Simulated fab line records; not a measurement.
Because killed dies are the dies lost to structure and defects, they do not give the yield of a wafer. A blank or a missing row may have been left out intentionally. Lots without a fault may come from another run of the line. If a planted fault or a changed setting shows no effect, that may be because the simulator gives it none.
fab line records | flow sky130
record: lots: 11 | wafers: 33 | last_day: 50
route steps=708 shown FIELD_ISO@14 CAPM@549 VIA3@582 METAL5@677 PAD_OPEN@708
lots with no fault: from the same line, run without faults
start_h: start of the lot's first displayed wafer, in hours after the record's first day | wait_h: how many hours have passed since the lot's step before this one | " repeats the value in the row above | L1.1+2: a row that stands for several wafers | - either no value or no given start | * or withheld: withheld | < > ~ a bound
route shown NAME@n: a module of which the file shows steps, and the number in the route of the first | usual: mean/standard deviation of fault-free wafers | same: alike in all rows | chamber/n: place in a boat | sites: each site's reading | _std_site: the values' standard deviation | _edge_site: mean of outer sites minus mean of inner sites | radius_mm: how far each site lies from the wafer's centre | mask NAME#n: copy n | behind: tool/chamber where the wafer was last shaped | hold: what put the lot on hold/how long, in hours/how the hold closed | device: transistor that didn't switch, given as n, p or np | end of line: tests run on the same wafers once the route is complete | for a step that has no rows: nothing shown but its recipe | killed: at the first sort, the dies lost to defects and structure; wafer yield is something else | map: shows each die of a wafer: x if killed, . if not, _ if none is there
set.NAME: the setting as run; set.NAME@STEP: as run at that earlier step | model.NAME: the simulator's own value behind a step, which no gauge read
steps of the route over a sample of lots; a table a step, a row a wafer
services: when a tool's chamber went out of use (start_h, in hours from the record's first day, below 0 if earlier), for how many hours, and the reason
== steps ==
step: SKY_FIELD_ISO_CD_MEAS_13
recipe: target_cd_nm: 150
usual: cd_nm: 149.5/1.3
lot.wafer | tool      | chamber | start_h | wait_h | cd_nm
L216.1    | cd_sem-02 | -       | 35.34   | -      | 148.1
L216.2    | "         | -       | "       | "      | 147.4
L216.3    | "         | -       | "       | "      | 147.8
L218.4    | cd_sem-02 | -       | 37.44   | -      | 146.8
L218.5    | "         | -       | "       | "      | 148.9
L218.6    | "         | -       | "       | "      | 149.3
L219.1    | cd_sem-02 | -       | 38.58   | -      | 152.8
L219.4    | "         | -       | "       | "      | 152.3
L219.5    | "         | -       | "       | "      | 153.0
L220.2    | cd_sem-02 | -       | 44.95   | -      | 151.1
L220.4    | "         | -       | "       | "      | 151.4
L220.6    | "         | -       | "       | "      | 151.0
L221.1    | cd_sem-02 | -       | 54.97   | -      | 148.6
L221.2    | "         | -       | "       | "      | 149.2
L221.6    | "         | -       | "       | "      | 147.9
L222.2    | cd_sem-02 | -       | 61.44   | -      | 148.1
L222.3    | "         | -       | "       | "      | 148.0
L222.6    | "         | -       | "       | "      | 149.2
L223.2    | cd_sem-01 | -       | 65.35   | -      | 149.2
L223.3    | "         | -       | "       | "      | 149.6
L223.4    | "         | -       | "       | "      | 149.8
L224.2    | cd_sem-02 | -       | 70.61   | -      | 148.0
L224.3    | "         | -       | "       | "      | 148.1
L224.4    | "         | -       | "       | "      | 147.5
L236.1    | cd_sem-01 | -       | 132.57  | -      | 149.3
L236.5    | "         | -       | "       | "      | 148.2
L236.6    | "         | -       | "       | "      | 148.3
L238.1    | cd_sem-02 | -       | 144.67  | -      | 151.3
L238.2    | "         | -       | "       | "      | 152.3
L238.4    | "         | -       | "       | "      | 151.4
L239.2    | cd_sem-01 | -       | 150.06  | -      | 149.9
L239.4    | "         | -       | "       | "      | 149.1
L239.6    | "         | -       | "       | "      | 149.6
step: SKY_CAPM_OVL_MEAS_12
usual: CAPM_OVL: 0.1/1.5
lot.wafer | tool       | chamber | start_h | wait_h | CAPM_OVL[nm]
L216.1    | overlay-01 | -       | 885.00  | 0.1    | -2.5
L216.2    | "          | -       | "       | "      | -2.6
L216.3    | "          | -       | "       | "      | 1.2
L218.4    | overlay-02 | -       | 890.32  | 0.1    | 2.5
L218.5    | "          | -       | "       | "      | 1.0
L218.6    | "          | -       | "       | "      | 1.4
L219.1    | overlay-02 | -       | 894.65  | 0.1    | -0.6
L219.4    | "          | -       | "       | "      | 0.8
L219.5    | "          | -       | "       | "      | 0.2
L220.2    | overlay-02 | -       | 898.68  | 0.1    | 1.3
L220.4    | "          | -       | "       | "      | 0.4
L220.6    | "          | -       | "       | "      | -0.4
L221.1    | overlay-02 | -       | 915.45  | 0.1    | 1.8
L221.2    | "          | -       | "       | "      | 0.3
L221.6    | "          | -       | "       | "      | -0.1
L222.2    | overlay-01 | -       | 919.16  | 0.1    | 1.6
L222.3    | "          | -       | "       | "      | 1.0
L222.6    | "          | -       | "       | "      | 2.3
L223.2    | overlay-02 | -       | 929.01  | 0.1    | 0.8
L223.3    | "          | -       | "       | "      | 1.6
L223.4    | "          | -       | "       | "      | 1.1
L224.2    | overlay-02 | -       | 929.61  | 0.1    | 0.3
L224.3    | "          | -       | "       | "      | -1.9
L224.4    | "          | -       | "       | "      | 0.2
L236.1    | overlay-01 | -       | 1009.48 | 0.1    | -0.4
L236.5    | "          | -       | "       | "      | -1.6
L236.6    | "          | -       | "       | "      | 1.1
L238.1    | overlay-02 | -       | 1025.43 | 0.1    | -1.1
L238.2    | "          | -       | "       | "      | -0.6
L238.4    | "          | -       | "       | "      | -0.9
L239.2    | overlay-02 | -       | 1031.75 | 0.1    | -0.8
L239.4    | "          | -       | "       | "      | -2.4
L239.6    | "          | -       | "       | "      | -0.9
step: SKY_VIA3_EXPOSE_09
recipe: mask_id: VIM3 | na: 0.8 | source_shape: annular | sigma_inner: 0.55 | sigma_outer: 0.85 | target_cd_nm: 200 | dose_mj: 38
usual: exposure_dose_mJ_cm2: 37.96/0.05
same: na: 0.8 | sigma_inner: 0.55
lot.wafer | tool           | chamber | start_h | wait_h | mask   | exposure_dose_mJ_cm2
L216.1    | krf_scanner-01 | 0       | 926.19  | -      | VIM3#0 | 37.97
L216.2    | "              | 0       | "       | "      | VIM3#0 | 38.04
L216.3    | "              | 0       | "       | "      | VIM3#0 | 38.01
L218.4    | krf_scanner-01 | 0       | 930.46  | -      | VIM3#0 | 37.98
L218.5    | "              | 0       | "       | "      | VIM3#0 | 37.97
L218.6    | "              | 0       | "       | "      | VIM3#0 | 37.98
L219.1    | krf_scanner-01 | 0       | 934.19  | -      | VIM3#0 | 38.02
L219.4    | "              | 0       | "       | "      | VIM3#0 | 38.11
L219.5    | "              | 0       | "       | "      | VIM3#0 | 38.01
L220.2    | krf_scanner-01 | 0       | 937.84  | -      | VIM3#0 | 38.02
L220.4    | "              | 0       | "       | "      | VIM3#0 | 37.98
L220.6    | "              | 0       | "       | "      | VIM3#0 | 38.01
L221.1    | krf_scanner-01 | 0       | 955.17  | -      | VIM3#0 | 37.97
L221.2    | "              | 0       | "       | "      | VIM3#0 | 38.01
L221.6    | "              | 0       | "       | "      | VIM3#0 | 37.94
L222.2    | krf_scanner-01 | 0       | 959.40  | -      | VIM3#0 | 37.91
L222.3    | "              | 0       | "       | "      | VIM3#0 | 37.98
L222.6    | "              | 0       | "       | "      | VIM3#0 | 37.94
L223.2    | krf_scanner-01 | 0       | 967.51  | -      | VIM3#0 | 38.00
L223.3    | "              | 0       | "       | "      | VIM3#0 | 37.92
L223.4    | "              | 0       | "       | "      | VIM3#0 | 37.96
L224.2    | krf_scanner-01 | 0       | 968.74  | -      | VIM3#0 | 37.95
L224.3    | "              | 0       | "       | "      | VIM3#0 | 37.97
L224.4    | "              | 0       | "       | "      | VIM3#0 | 37.94
L236.1    | krf_scanner-02 | 0       | 1045.15 | -      | VIM3#0 | 37.95
L236.5    | "              | 0       | "       | "      | VIM3#0 | 37.94
L236.6    | "              | 0       | "       | "      | VIM3#0 | 37.98
L238.1    | krf_scanner-02 | 0       | 1060.90 | -      | VIM3#0 | 37.87
L238.2    | "              | 0       | "       | "      | VIM3#0 | 37.87
L238.4    | "              | 0       | "       | "      | VIM3#0 | 37.87
L239.2    | krf_scanner-01 | 0       | 1066.92 | -      | VIM3#0 | 37.97
L239.4    | "              | 0       | "       | "      | VIM3#0 | 37.96
L239.6    | "              | 0       | "       | "      | VIM3#0 | 37.94
step: SKY_VIA3_CD_MEAS_12
recipe: target_cd_nm: 200
usual: cd_nm: 199.6/1.5
lot.wafer | tool      | chamber | start_h | wait_h | hold                     | cd_nm
L216.1    | cd_sem-02 | -       | 938.23  | -      | -                        | 198.4
L216.2    | "         | -       | "       | "      | -                        | 199.4
L216.3    | "         | -       | "       | "      | -                        | 200.1
L218.4    | cd_sem-02 | -       | 942.53  | -      | -                        | 199.9
L218.5    | "         | -       | "       | "      | -                        | 200.7
L218.6    | "         | -       | "       | "      | -                        | 200.9
L219.1    | cd_sem-02 | -       | 946.17  | -      | -                        | 201.9
L219.4    | "         | -       | "       | "      | -                        | 202.2
L219.5    | "         | -       | "       | "      | -                        | 203.7
L220.2    | cd_sem-01 | -       | 950.21  | -      | -                        | 197.7
L220.4    | "         | -       | "       | "      | -                        | 197.3
L220.6    | "         | -       | "       | "      | -                        | 197.3
L221.1    | cd_sem-01 | -       | 966.34  | -      | -                        | 199.8
L221.2    | "         | -       | "       | "      | -                        | 199.9
L221.6    | "         | -       | "       | "      | -                        | 199.2
L222.2    | cd_sem-01 | -       | 970.84  | -      | -                        | 201.0
L222.3    | "         | -       | "       | "      | -                        | 201.0
L222.6    | "         | -       | "       | "      | -                        | 200.7
L223.2    | cd_sem-01 | -       | 979.49  | -      | await_dispo/0.2h/release | 178.8
L223.3    | "         | -       | "       | "      | await_dispo/0.2h/release | 196.5
L223.4    | "         | -       | "       | "      | await_dispo/0.2h/release | 197.1
L223.2    | cd_sem-01 | -       | 979.78  | 0.3    | -                        | 178.9
L223.3    | "         | -       | "       | "      | -                        | 196.6
L223.4    | "         | -       | "       | "      | -                        | 196.7
L224.2    | cd_sem-01 | -       | 980.64  | -      | await_dispo/0.2h/release | 179.3
L224.3    | "         | -       | "       | "      | await_dispo/0.2h/release | 198.1
L224.4    | "         | -       | "       | "      | await_dispo/0.2h/release | 198.8
L224.2    | cd_sem-01 | -       | 981.07  | 0.4    | -                        | 179.0
L224.3    | "         | -       | "       | "      | -                        | 197.4
L224.4    | "         | -       | "       | "      | -                        | 198.9
L236.1    | cd_sem-02 | -       | 1054.84 | -      | -                        | 201.9
L236.5    | "         | -       | "       | "      | -                        | 200.8
L236.6    | "         | -       | "       | "      | -                        | 200.7
L238.1    | cd_sem-01 | -       | 1071.59 | -      | -                        | 195.7
L238.2    | "         | -       | "       | "      | -                        | 197.4
L238.4    | "         | -       | "       | "      | -                        | 197.4
L239.2    | cd_sem-02 | -       | 1077.70 | -      | -                        | 201.0
L239.4    | "         | -       | "       | "      | -                        | 200.4
L239.6    | "         | -       | "       | "      | -                        | 200.1
step: SKY_METAL5_STRIP_16
recipe: chemistry: O2/N2 | power_w: 1400 | pressure_mtorr: 1500 | platen_temp_c: withheld | o2_flow_sccm: 3000 | n2_flow_sccm: 300 | overash_fraction: 0.5
usual: drypump_motor_current_A: 5.66/0.27 | oes_product_au: 0.710/0.0046 | strip_time_to_endpoint_s: 13.02/0.14
lot.wafer | tool            | chamber | start_h | wait_h | drypump_motor_current_A | oes_product_au | rf_hours_counter_h | strip_time_to_endpoint_s
L216.1    | plasma_asher-01 | 0       | 1037.96 | 0.2    | 5.36                    | 0.707          | 58                 | 13.01
L216.2    | "               | 1       | "       | "      | 5.84                    | 0.716          | 58                 | 13.23
L216.3    | "               | 1       | "       | "      | 5.85                    | 0.710          | -                  | 12.99
L218.4    | plasma_asher-01 | 0       | 1039.84 | 0.1    | 5.35                    | 0.704          | -                  | 12.98
L218.5    | "               | 1       | "       | "      | 5.84                    | 0.720          | -                  | 13.21
L218.6    | "               | 0       | "       | "      | 5.34                    | 0.714          | -                  | 13.13
L219.1    | plasma_asher-01 | 0       | 1044.26 | 0.2    | 5.34                    | 0.710          | 59                 | 13.19
L219.4    | "               | 0       | "       | "      | 5.35                    | 0.713          | -                  | 13.24
L219.5    | "               | 0       | "       | "      | 5.34                    | 0.705          | -                  | 13.22
L220.2    | plasma_asher-02 | 0       | 1046.76 | 0.2    | 6.08                    | 0.703          | 31                 | 12.99
L220.4    | "               | 0       | "       | "      | 6.07                    | 0.711          | -                  | 12.87
L220.6    | "               | 1       | "       | "      | 5.36                    | 0.704          | -                  | 12.93
L221.1    | plasma_asher-02 | 0       | 1061.81 | 0.2    | 6.06                    | 0.706          | 33                 | 13.16
L221.2    | "               | 1       | "       | "      | 5.34                    | 0.709          | 33                 | 13.00
L221.6    | "               | 1       | "       | "      | 5.35                    | 0.713          | -                  | 12.91
L222.2    | plasma_asher-04 | 1       | 1067.14 | 0.2    | 5.85                    | 0.704          | 96                 | 13.04
L222.3    | "               | 0       | "       | "      | 5.69                    | 0.715          | -                  | 12.81
L222.6    | "               | 0       | "       | "      | 5.69                    | 0.709          | -                  | 12.87
L223.2    | plasma_asher-01 | 1       | 1074.41 | 0.2    | 5.83                    | 0.702          | 62                 | 13.05
L223.3    | "               | 1       | "       | "      | 5.82                    | 0.707          | -                  | 12.86
L223.4    | "               | 0       | "       | "      | 5.36                    | 0.710          | -                  | 12.98
L224.2    | plasma_asher-02 | 1       | 1074.99 | 0.2    | 5.35                    | 0.712          | 34                 | 12.83
L224.3    | "               | 1       | "       | "      | 5.35                    | 0.707          | -                  | 12.97
L224.4    | "               | 0       | "       | "      | 6.05                    | 0.713          | -                  | 13.03
L236.1    | plasma_asher-04 | 1       | 1141.06 | 0.2    | 5.87                    | 0.700          | 102                | 12.78
L236.5    | "               | 1       | "       | "      | 5.87                    | 0.710          | -                  | 12.89
L236.6    | "               | 0       | "       | "      | 5.70                    | 0.712          | -                  | 12.78
L238.1    | plasma_asher-02 | 0       | 1155.00 | 0.2    | 6.04                    | 0.716          | 39                 | 13.20
L238.2    | "               | 1       | "       | "      | 5.35                    | 0.706          | 39                 | 13.22
L238.4    | "               | 1       | "       | "      | 5.34                    | 0.716          | -                  | 13.16
L239.2    | plasma_asher-04 | 1       | 1160.79 | 0.2    | 5.85                    | 0.707          | 104                | 13.06
L239.4    | "               | 0       | "       | "      | 5.68                    | 0.711          | -                  | 13.03
L239.6    | "               | 0       | "       | "      | 5.70                    | 0.709          | -                  | 13.06
step: SKY_PAD_OPEN_PROBE_99
usual: defect_limited_yield: 82.3/1.9 | killed_at_M0_to_M3: 44/6.9 | killed_at_M4_up: 3.3/2.1 | killed_at_contacts: 24/4.8 | killed_at_front_end: 15/4.4 | killed_at_other: 0.2/0.48 | killed_dies: 87/9.5 | killed_open: 48/6.5 | killed_short: 39/6.3 | sort_bin_3_pad_short: 0.9/0.48 | sort_bin_5_function: 10.5/1.5 | sort_bin_6_memory: 6.3/1.1 | sort_n_pass: 405/9.5 | sort_yield_pct: 82.3/1.9
same: gross_dies: 492 | killed_at_back_side: 0 | sort_bin_4_leakage[%]: 0 | sort_bin_8_speed[%]: 0
lot.wafer | tool      | chamber | start_h | wait_h | defect_limited_yield[%] | killed_at_M0_to_M3 | killed_at_M4_up | killed_at_contacts | killed_at_front_end | killed_at_other | killed_dies | killed_open | killed_short | sort_bin_3_pad_short[%] | sort_bin_5_function[%] | sort_bin_6_memory[%] | sort_n_pass | sort_yield_pct[%]
L223.2    | prober-01 | -       | 1118.27 | 0.1    | 81.5                    | 49                 | 2               | 28                 | 12                  | 0               | 91          | 49          | 39           | 0.6                     | 11.6                   | 6.3                  | 401         | 81.5
L224.2    | prober-02 | -       | 1119.26 | 0.1    | 81.1                    | 48                 | 5               | 29                 | 11                  | 0               | 93          | 47          | 42           | 1.6                     | 11.2                   | 6.1                  | 399         | 81.1
L224.3    | prober-02 | -       | 1119.31 | 0.2    | 83.3                    | 49                 | 2               | 20                 | 11                  | 0               | 82          | 41          | 40           | 1.2                     | 9.8                    | 5.7                  | 410         | 83.3
killed by level:class
L223.2 CONTACT:geometric_particle:open=16 VIA1:geometric_particle:open=11 METAL1:geometric_particle:short=10 CONTACT:geometric_particle:short=6 VIA3:geometric_particle:short=5 FIELD_ISO:geometric_particle:short=4 POLY_GATE:geometric_particle:open=4 VIA1:geometric_particle:short=4
L224.2 CONTACT:geometric_particle:open=11 VIA3:geometric_particle:open=10 METAL1:geometric_particle:short=9 VIA1:geometric_particle:open=9 METAL2:geometric_particle:short=6 LI_CONTACT:geometric_particle:open=5 LOCAL_INTERCONNECT:geometric_particle:short=5 CONTACT:geometric_particle:short=5
L224.3 VIA3:geometric_particle:open=10 METAL2:geometric_particle:short=9 VIA1:geometric_particle:open=8 CONTACT:geometric_particle:short=8 CONTACT:geometric_particle:open=6 FIELD_ISO:geometric_particle:open=4 LI_CONTACT:geometric_particle:open=4 VIA1:geometric_particle:short=4
== services ==
tool            | chamber | start_h | hours | kind
krf_scanner-01  | -       | 903.94  | 0.8   | pm
plasma_asher-01 | -       | 913.27  | 14.6  | pm
plasma_asher-02 | -       | 930.14  | 2.8   | repair
krf_scanner-02  | -       | 930.17  | 0.8   | pm
krf_scanner-01  | -       | 961.73  | 0.8   | pm
plasma_asher-04 | -       | 962.06  | 0.3   | repair
krf_scanner-01  | -       | 973.59  | 1.3   | pm
krf_scanner-01  | -       | 975.88  | 4.0   | pm
krf_scanner-01  | -       | 982.12  | 3.5   | repair
krf_scanner-01  | -       | 985.63  | 1.0   | pm
krf_scanner-02  | -       | 999.96  | 1.3   | pm
krf_scanner-01  | -       | 1002.26 | 0.9   | repair
krf_scanner-01  | -       | 1021.34 | 4.4   | pm
krf_scanner-02  | -       | 1033.88 | 1.0   | pm
krf_scanner-02  | -       | 1062.73 | 2.2   | repair
krf_scanner-01  | -       | 1072.73 | 0.8   | pm
krf_scanner-02  | -       | 1090.89 | 4.0   | pm
krf_scanner-01  | -       | 1095.27 | 5.5   | repair
plasma_asher-02 | -       | 1098.79 | 30.3  | repair
krf_scanner-02  | -       | 1100.79 | 0.8   | pm
plasma_asher-01 | -       | 1108.41 | 0.9   | repair
plasma_asher-04 | -       | 1120.74 | 14.6  | pm
krf_scanner-01  | -       | 1149.49 | 1.3   | pm
krf_scanner-01  | -       | 1152.76 | 1.0   | pm
== key ==
first_sign: step: SKY_VIA3_CD_MEAS_12 | reading: visit | direction: added
effect: step: SKY_VIA3_CD_MEAS_12 | reading: cd_nm | direction: down | sigmas: 14 | usual: 199.6 | struck: 179.1
met_at SKY_VIA3_EXPOSE_09
struck_lots L223,L224
struck_wafers L223.2,L224.2
not_acting_at SKY_FIELD_ISO_CD_MEAS_13,SKY_CAPM_OVL_MEAS_12,SKY_METAL5_STRIP_16
onset_between 959.40 967.51
fault: kind: process_parameter_drift | tool: krf_scanner-01 | chamber: - | onset_h: 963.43 | steps: SKY_VIA3_EXPOSE_09 | channel: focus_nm | offset: 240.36 | shape: step | end_h: 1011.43 | scope: struck_wafers_only
